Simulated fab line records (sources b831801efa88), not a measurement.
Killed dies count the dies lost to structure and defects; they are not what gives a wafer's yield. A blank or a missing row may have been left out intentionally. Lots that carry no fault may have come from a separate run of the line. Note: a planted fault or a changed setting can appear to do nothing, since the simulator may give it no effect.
fab line records ; flow gf180mcu
[record] lots = 12; wafers = 36; last-day = 34
route steps=602 shown LVPWELL@63 MVPSD@139 SALICIDE@281 CONTACT@310 M1@319
lots untouched by any fault: they come from a run of this same line in which no faults occurred
start-h: the number of hours between the record's first day and the start of the first shown wafer of the lot ; wait-h: hours since the lot's step before ; " identical to the entry in the row above ; L1.1+2: a single row standing in for several wafers ; - value missing, or start not given ; * or withheld: withheld ; < > ~ a bound
route shown NAME@n: NAME is a module with steps in the file, n the number in the route of the first one ; usual: average and standard deviation across the fault-free wafers ; same: alike in all rows ; chamber/n: place in a boat ; sites: per-site readings ; _std_site: how widely they spread, as a standard deviation ; _edge_site: mean of outer sites minus mean of inner sites ; radius-mm: how far each site lies from the wafer's centre ; mask NAME#n: copy n ; behind: the most recent tool/chamber to have shaped the wafer ; hold: the reason the lot was held/the length of the hold in hours/how it ended ; device: the n, p or np transistor that did not switch ; end of line: the same wafers' tests at the end of the route ; a step with no rows: only its recipe ; killed: the dies lost at the first sort to structure and to defects; this is not the yield of the wafer ; map: dies across one wafer; x = killed, . = not, _ = none there
set.NAME: the run value of the setting; set.NAME@STEP: its run value at that earlier step ; model.NAME: the simulator's own value behind a step, which no gauge read
one table for each step of the route and one row for each wafer, over a sample of lots
services: when a tool's chamber went out of use (start-h, in hours from the record's first day, below 0 if earlier), for how many hours, and the reason
[[steps]]
[step GF_LVPWELL_IMPLANT_09]
[recipe] species = B; energy-kev = 60; dose-cm2 = 5e+12; tilt-deg = 0
[usual] dose-ions-cm2 = 5.001e+12/5.8e+09; faraday-current-uA = 28.3/0.6; tilt-deg = 0.002/0.021
lot.wafer;tool;chamber;start-h;wait-h;dose-ions-cm2;faraday-current-uA;tilt-deg
L178.1;implanter-04;0;69.55;0.1;5.003e+12;27.9;0.006
L178.4;implanter-04;0;69.55;0.1;5.01e+12;28.5;-0.008
L178.6;implanter-04;0;69.55;0.1;4.998e+12;28.9;0.004
L180.1;implanter-04;0;78.62;0.1;4.996e+12;28.4;-0.009
L180.3;implanter-04;0;78.62;0.1;4.993e+12;27.2;0.005
L180.6;implanter-04;0;78.62;0.1;5.004e+12;27.8;0.000
L182.3;implanter-02;0;89.45;0.1;5.003e+12;26.9;-0.001
L182.4;implanter-02;0;89.45;0.1;5.005e+12;28.4;0.030
L182.6;implanter-02;0;89.45;0.1;5.003e+12;27.9;0.024
L183.1;implanter-04;0;97.31;0.1;5.008e+12;28.1;0.005
L183.4;implanter-04;0;97.31;0.1;5.001e+12;27.4;0.007
L183.6;implanter-04;0;97.31;0.1;4.998e+12;27.3;-0.003
L188.2;implanter-01;0;124.80;0.1;5.011e+12;28.1;-0.010
L188.4;implanter-01;0;124.80;0.1;5.004e+12;29.1;0.011
L188.6;implanter-01;0;124.80;0.1;5.005e+12;27.8;0.008
L189.1;implanter-02;0;131.42;0.1;5.001e+12;28.2;0.024
L189.2;implanter-02;0;131.42;0.1;4.994e+12;28.1;0.010
L189.3;implanter-02;0;131.42;0.1;4.997e+12;27.5;0.011
L190.1;implanter-02;0;135.80;0.1;5.005e+12;27.6;0.025
L190.4;implanter-02;0;135.80;0.1;5.012e+12;28.5;0.014
L190.6;implanter-02;0;135.80;0.1;4.998e+12;28.3;0.034
L192.3;implanter-01;0;146.15;0.1;4.994e+12;27.6;0.017
L192.4;implanter-01;0;146.15;0.1;4.996e+12;29.1;0.036
L192.5;implanter-01;0;146.15;0.1;4.984e+12;28.7;0.017
L196.1;implanter-04;0;170.46;0.1;5.463e+12;31.4;0.005
L196.3;implanter-04;0;170.46;0.1;5.455e+12;29.7;0.016
L196.5;implanter-04;0;170.46;0.1;5.459e+12;30.6;0.050
L197.2;implanter-02;0;177.49;0.1;5.002e+12;28.0;0.000
L197.5;implanter-02;0;177.49;0.1;4.998e+12;28.6;-0.005
L197.6;implanter-02;0;177.49;0.1;4.996e+12;28.5;-0.016
L199.1;implanter-04;0;188.50;0.1;5.466e+12;31.2;0.013
L199.4;implanter-04;0;188.50;0.1;5.462e+12;32.1;0.030
L199.6;implanter-04;0;188.50;0.1;5.465e+12;30.1;0.022
L201.4;implanter-01;0;199.74;0.1;5e+12;27.9;0.026
L201.5;implanter-01;0;199.74;0.1;5.006e+12;28.1;0.000
L201.6;implanter-01;0;199.74;0.1;4.997e+12;29.7;0.027
[step GF_VT_IMPLANT_RS_MEAS_48]
[recipe] thk-meas-gauge = four-point-probe
[usual] LVPWELL_RS = 1199/3.1
lot.wafer;tool;chamber;start-h;wait-h;hold;LVPWELL_RS[ohm/sq]
L178.1;film-metro-04;-;158.75;0.1;-;1197
L178.4;film-metro-04;-;158.75;0.1;-;1196
L178.6;film-metro-04;-;158.75;0.1;-;1197
L180.1;film-metro-03;-;168.82;0.1;-;1201
L180.3;film-metro-03;-;168.82;0.1;-;1200
L180.6;film-metro-03;-;168.82;0.1;-;1202
L182.3;film-metro-03;-;181.69;0.1;-;1200
L182.4;film-metro-03;-;181.69;0.1;-;1199
L182.6;film-metro-03;-;181.69;0.1;-;1200
L183.1;film-metro-04;-;191.95;0.1;-;1198
L183.4;film-metro-04;-;191.95;0.1;-;1200
L183.6;film-metro-04;-;191.95;0.1;-;1201
L188.2;film-metro-01;-;224.94;0.1;-;1197
L188.4;film-metro-01;-;224.94;0.1;-;1202
L188.6;film-metro-01;-;224.94;0.1;-;1198
L189.1;film-metro-03;-;231.42;0.1;-;1199
L189.2;film-metro-03;-;231.42;0.1;-;1200
L189.3;film-metro-03;-;231.42;0.1;-;1198
L190.1;film-metro-01;-;238.00;0.1;-;1199
L190.4;film-metro-01;-;238.00;0.1;-;1197
L190.6;film-metro-01;-;238.00;0.1;-;1199
L192.3;film-metro-03;-;250.09;0.1;-;1198
L192.4;film-metro-03;-;250.09;0.1;-;1200
L192.5;film-metro-03;-;250.09;0.1;-;1196
L196.1;film-metro-04;-;277.97;0.1;await-dispo/0.2h/release;1179
L196.3;film-metro-04;-;277.97;0.1;await-dispo/0.2h/release;1179
L196.5;film-metro-04;-;277.97;0.1;await-dispo/0.2h/release;1183
L196.1;film-metro-04;-;278.26;0.3;-;1179
L196.3;film-metro-04;-;278.26;0.3;-;1179
L196.5;film-metro-04;-;278.26;0.3;-;1183
L197.2;film-metro-01;-;285.21;0.1;-;1201
L197.5;film-metro-01;-;285.21;0.1;-;1199
L197.6;film-metro-01;-;285.21;0.1;-;1197
L199.1;film-metro-04;-;298.16;0.1;await-dispo/0.2h/release;1176
L199.4;film-metro-04;-;298.16;0.1;await-dispo/0.2h/release;1177
L199.6;film-metro-04;-;298.16;0.1;await-dispo/0.2h/release;1177
L199.1;film-metro-04;-;298.45;0.3;-;1177
L199.4;film-metro-04;-;298.45;0.3;-;1178
L199.6;film-metro-04;-;298.45;0.3;-;1179
L201.4;film-metro-04;-;314.22;0.1;-;1194
L201.5;film-metro-04;-;314.22;0.1;-;1194
L201.6;film-metro-04;-;314.22;0.1;-;1195
[step GF_VT_IMPLANT_RS_MEAS_49]
[recipe] thk-meas-gauge = four-point-probe
[usual] MVPSD_RS = 1171/3.1
lot.wafer;tool;chamber;start-h;wait-h;hold;MVPSD_RS[ohm/sq]
L178.1;film-metro-04;-;158.87;0.1;-;1175
L178.4;film-metro-04;-;158.87;0.1;-;1172
L178.6;film-metro-04;-;158.87;0.1;-;1174
L180.1;film-metro-03;-;168.94;0.1;-;1172
L180.3;film-metro-03;-;168.94;0.1;-;1170
L180.6;film-metro-03;-;168.94;0.1;-;1169
L182.3;film-metro-03;-;181.81;0.1;-;1170
L182.4;film-metro-03;-;181.81;0.1;-;1168
L182.6;film-metro-03;-;181.81;0.1;-;1169
L183.1;film-metro-04;-;192.07;0.1;-;1171
L183.4;film-metro-04;-;192.07;0.1;-;1176
L183.6;film-metro-04;-;192.07;0.1;-;1173
L188.2;film-metro-01;-;225.06;0.1;-;1170
L188.4;film-metro-01;-;225.06;0.1;-;1172
L188.6;film-metro-01;-;225.06;0.1;-;1171
L189.1;film-metro-03;-;231.54;0.1;-;1169
L189.2;film-metro-03;-;231.54;0.1;-;1165
L189.3;film-metro-03;-;231.54;0.1;-;1167
L190.1;film-metro-01;-;238.12;0.1;-;1169
L190.4;film-metro-01;-;238.12;0.1;-;1176
L190.6;film-metro-01;-;238.12;0.1;-;1171
L192.3;film-metro-03;-;250.21;0.1;-;1171
L192.4;film-metro-03;-;250.21;0.1;-;1171
L192.5;film-metro-03;-;250.21;0.1;-;1171
L196.1;film-metro-04;-;279.30;1.0;await-dispo/0.9h/release;1168
L196.3;film-metro-04;-;279.30;1.0;await-dispo/0.9h/release;1171
L196.5;film-metro-04;-;279.30;1.0;await-dispo/0.9h/release;1171
L197.2;film-metro-01;-;285.33;0.1;-;1170
L197.5;film-metro-01;-;285.33;0.1;-;1173
L197.6;film-metro-01;-;285.33;0.1;-;1171
L199.1;film-metro-04;-;303.00;4.5;await-dispo/4.4h/release;1171
L199.4;film-metro-04;-;303.00;4.5;await-dispo/4.4h/release;1173
L199.6;film-metro-04;-;303.00;4.5;await-dispo/4.4h/release;1172
L201.4;film-metro-04;-;314.34;0.1;-;1173
L201.5;film-metro-04;-;314.34;0.1;-;1173
L201.6;film-metro-04;-;314.34;0.1;-;1171
[step GF_SALICIDE_SPUTTER_03]
[recipe] material = TiN; target-thk-nm = 20; power-w = 6500; time-s = 16.7; chamber-pressure-pa = 0.4
[usual] throttle-valve-pct = 29.6/1.1
lot.wafer;tool;chamber;start-h;wait-h;throttle-valve-pct
L178.1;pvd-sputter-04;-;340.78;0.0;30.0
L178.4;pvd-sputter-04;-;340.78;0.0;30.7
L178.6;pvd-sputter-04;-;340.78;0.0;29.7
L180.1;pvd-sputter-04;-;355.31;0.0;28.4
L180.3;pvd-sputter-04;-;355.31;0.0;29.5
L180.6;pvd-sputter-04;-;355.31;0.0;28.1
L182.3;pvd-sputter-01;-;371.58;0.0;29.8
L182.4;pvd-sputter-01;-;371.58;0.0;30.9
L182.6;pvd-sputter-01;-;371.58;0.0;29.5
L183.1;pvd-sputter-01;-;384.44;0.0;30.0
L183.4;pvd-sputter-01;-;384.44;0.0;31.2
L183.6;pvd-sputter-01;-;384.44;0.0;31.2
L188.2;pvd-sputter-02;-;427.68;0.0;26.4
L188.4;pvd-sputter-02;-;427.68;0.0;30.0
L188.6;pvd-sputter-02;-;427.68;0.0;28.5
L189.1;pvd-sputter-02;-;437.58;0.0;30.3
L189.2;pvd-sputter-02;-;437.58;0.0;28.2
L189.3;pvd-sputter-02;-;437.58;0.0;26.5
L190.1;pvd-sputter-01;-;447.68;0.0;30.1
L190.4;pvd-sputter-01;-;447.68;0.0;31.2
L190.6;pvd-sputter-01;-;447.68;0.0;29.6
L192.3;pvd-sputter-04;-;462.18;0.0;28.0
L192.4;pvd-sputter-04;-;462.18;0.0;29.9
L192.5;pvd-sputter-04;-;462.18;0.0;29.3
L196.1;pvd-sputter-02;-;496.80;0.0;30.2
L196.3;pvd-sputter-02;-;496.80;0.0;28.6
L196.5;pvd-sputter-02;-;496.80;0.0;30.3
L197.2;pvd-sputter-01;-;503.66;0.0;30.0
L197.5;pvd-sputter-01;-;503.66;0.0;31.0
L197.6;pvd-sputter-01;-;503.66;0.0;29.6
L199.1;pvd-sputter-01;-;518.25;0.0;31.2
L199.4;pvd-sputter-01;-;518.25;0.0;29.8
L199.6;pvd-sputter-01;-;518.25;0.0;31.1
L201.4;pvd-sputter-01;-;536.74;0.0;29.6
L201.5;pvd-sputter-01;-;536.74;0.0;30.0
L201.6;pvd-sputter-01;-;536.74;0.0;31.4
[step GF_CONTACT_SPUTTER_23]
[recipe] material = TiN; target-thk-nm = 10; chamber-pressure-pa = 5; power-w = 4000; time-s = 40
[usual] throttle-valve-pct = 29.2/1.4
lot.wafer;tool;chamber;start-h;wait-h;throttle-valve-pct
L178.1;pvd-sputter-02;-;365.16;0.0;29.8
L178.4;pvd-sputter-02;-;365.16;0.0;26.3
L178.6;pvd-sputter-02;-;365.16;0.0;30.5
L180.1;pvd-sputter-04;-;380.23;0.0;31.0
L180.3;pvd-sputter-04;-;380.23;0.0;28.0
L180.6;pvd-sputter-04;-;380.23;0.0;28.1
L182.3;pvd-sputter-02;-;396.06;0.0;26.4
L182.4;pvd-sputter-02;-;396.06;0.0;30.0
L182.6;pvd-sputter-02;-;396.06;0.0;30.2
L183.1;pvd-sputter-03;-;409.71;0.0;28.6
L183.4;pvd-sputter-03;-;409.71;0.0;29.8
L183.6;pvd-sputter-03;-;409.71;0.0;31.1
L188.2;pvd-sputter-02;-;453.45;0.0;29.7
L188.4;pvd-sputter-02;-;453.45;0.0;28.4
L188.6;pvd-sputter-02;-;453.45;0.0;30.0
L189.1;pvd-sputter-03;-;463.54;0.0;31.0
L189.2;pvd-sputter-03;-;463.54;0.0;28.7
L189.3;pvd-sputter-03;-;463.54;0.0;30.9
L190.1;pvd-sputter-02;-;473.63;0.0;26.6
L190.4;pvd-sputter-02;-;473.63;0.0;28.3
L190.6;pvd-sputter-02;-;473.63;0.0;30.1
L192.3;pvd-sputter-03;-;487.86;0.0;28.7
L192.4;pvd-sputter-03;-;487.86;0.0;29.6
L192.5;pvd-sputter-03;-;487.86;0.0;31.0
L196.1;pvd-sputter-02;-;522.41;0.0;28.4
L196.3;pvd-sputter-02;-;522.41;0.0;26.5
L196.5;pvd-sputter-02;-;522.41;0.0;26.7
L197.2;pvd-sputter-02;-;528.45;0.0;30.3
L197.5;pvd-sputter-02;-;528.45;0.0;30.1
L197.6;pvd-sputter-02;-;528.45;0.0;26.3
L199.1;pvd-sputter-02;-;542.80;0.0;26.3
L199.4;pvd-sputter-02;-;542.80;0.0;29.9
L199.6;pvd-sputter-02;-;542.80;0.0;30.5
L201.4;pvd-sputter-04;-;560.36;0.0;29.8
L201.5;pvd-sputter-04;-;560.36;0.0;28.3
L201.6;pvd-sputter-04;-;560.36;0.0;30.8
[step GF_M1_SPUTTER_04]
[recipe] material = TiN; target-thk-nm = 50; power-w = 6500; time-s = 41.7; chamber-pressure-pa = 0.4134
[usual] throttle-valve-pct = 29.7/1.3
lot.wafer;tool;chamber;start-h;wait-h;throttle-valve-pct
L178.1;pvd-sputter-03;-;365.96;0.0;31.1
L178.4;pvd-sputter-03;-;365.96;0.0;29.6
L178.6;pvd-sputter-03;-;365.96;0.0;29.6
L180.1;pvd-sputter-03;-;381.03;0.0;31.1
L180.3;pvd-sputter-03;-;381.03;0.0;29.7
L180.6;pvd-sputter-03;-;381.03;0.0;29.6
L182.3;pvd-sputter-02;-;397.03;0.0;29.8
L182.4;pvd-sputter-02;-;397.03;0.0;30.4
L182.6;pvd-sputter-02;-;397.03;0.0;29.9
L183.1;pvd-sputter-01;-;410.51;0.0;29.7
L183.4;pvd-sputter-01;-;410.51;0.0;29.3
L183.6;pvd-sputter-01;-;410.51;0.0;30.1
L188.2;pvd-sputter-01;-;454.25;0.0;29.7
L188.4;pvd-sputter-01;-;454.25;0.0;31.3
L188.6;pvd-sputter-01;-;454.25;0.0;30.0
L189.1;pvd-sputter-01;-;464.34;0.0;29.7
L189.2;pvd-sputter-01;-;464.34;0.0;29.9
L189.3;pvd-sputter-01;-;464.34;0.0;31.2
L190.1;pvd-sputter-03;-;474.43;0.0;30.8
L190.4;pvd-sputter-03;-;474.43;0.0;29.5
L190.6;pvd-sputter-03;-;474.43;0.0;28.6
L192.3;pvd-sputter-01;-;488.66;0.0;30.1
L192.4;pvd-sputter-01;-;488.66;0.0;29.4
L192.5;pvd-sputter-01;-;488.66;0.0;31.2
L196.1;pvd-sputter-03;-;523.21;0.0;29.6
L196.3;pvd-sputter-03;-;523.21;0.0;28.7
L196.5;pvd-sputter-03;-;523.21;0.0;31.0
L197.2;pvd-sputter-02;-;529.35;0.0;28.5
L197.5;pvd-sputter-02;-;529.35;0.0;26.5
L197.6;pvd-sputter-02;-;529.35;0.0;30.1
L199.1;pvd-sputter-01;-;543.60;0.0;29.7
L199.4;pvd-sputter-01;-;543.60;0.0;31.0
L199.6;pvd-sputter-01;-;543.60;0.0;31.1
L201.4;pvd-sputter-01;-;561.16;0.0;29.7
L201.5;pvd-sputter-01;-;561.16;0.0;29.9
L201.6;pvd-sputter-01;-;561.16;0.0;31.0
[[services]]
tool;chamber;start-h;hours;kind
pvd-sputter-03;-;52.05;6.2;repair
pvd-sputter-03;-;53.16;5.0;repair
pvd-sputter-02;-;125.68;5.4;repair
pvd-sputter-02;-;162.73;2.5;repair
pvd-sputter-04;-;176.27;0.6;repair
pvd-sputter-02;-;195.43;2.2;repair
implanter-02;-;197.26;5.7;repair
pvd-sputter-01;-;246.16;4.2;repair
pvd-sputter-01;-;246.66;5.2;repair
pvd-sputter-01;-;253.25;1.1;repair
implanter-02;-;253.51;4.6;repair
pvd-sputter-02;-;258.07;0.6;repair
pvd-sputter-04;-;272.09;1.3;repair
implanter-04;-;274.64;3.1;repair
pvd-sputter-01;-;355.30;2.8;repair
implanter-04;-;380.53;5.8;repair
implanter-04;-;397.06;3.7;pm
pvd-sputter-02;-;402.39;8.4;repair
pvd-sputter-01;-;421.59;3.7;repair
pvd-sputter-04;-;428.73;4.3;repair
pvd-sputter-04;-;438.88;1.6;repair
pvd-sputter-01;-;470.32;4.6;repair
implanter-04;-;515.56;2.0;repair
implanter-04;-;534.14;2.7;pm
[[key]]
[first-sign] step = GF_LVPWELL_IMPLANT_09; reading = dose-ions-cm2; direction = up; sigmas = 80; usual = 5.001e+12; struck = 5.461e+12
[effect] step = GF_LVPWELL_IMPLANT_09; reading = faraday-current-uA; direction = up; sigmas = 4.3; usual = 28.3; struck = 30.9
[effect] step = GF_VT_IMPLANT_RS_MEAS_48; reading = LVPWELL_RS; direction = down; sigmas = 6.5; usual = 1199; struck = 1179
met-at GF_LVPWELL_IMPLANT_09
struck-lots L196,L199
tester-left-out L196,L199
not-acting-at GF_SALICIDE_SPUTTER_03,GF_CONTACT_SPUTTER_23,GF_M1_SPUTTER_04
onset-between 97.31 170.46
[fault] kind = process-parameter-drift; tool = implanter-04; chamber = -; onset-h = 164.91; steps = GF_LVPWELL_IMPLANT_09; channel = dose-cm2; offset = 4.6233e+11; shape = step; end-h = 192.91; acts-in = these-recipes-only; stated = 5e+12
// tester-left-out: of these lots the tester's yield and bins aren't shown, on N5 and GAA mostly nor the transistor test; their killed dies are dies lost to structure and defects alone, not to doping, threshold or leakage, so they don't give the yield
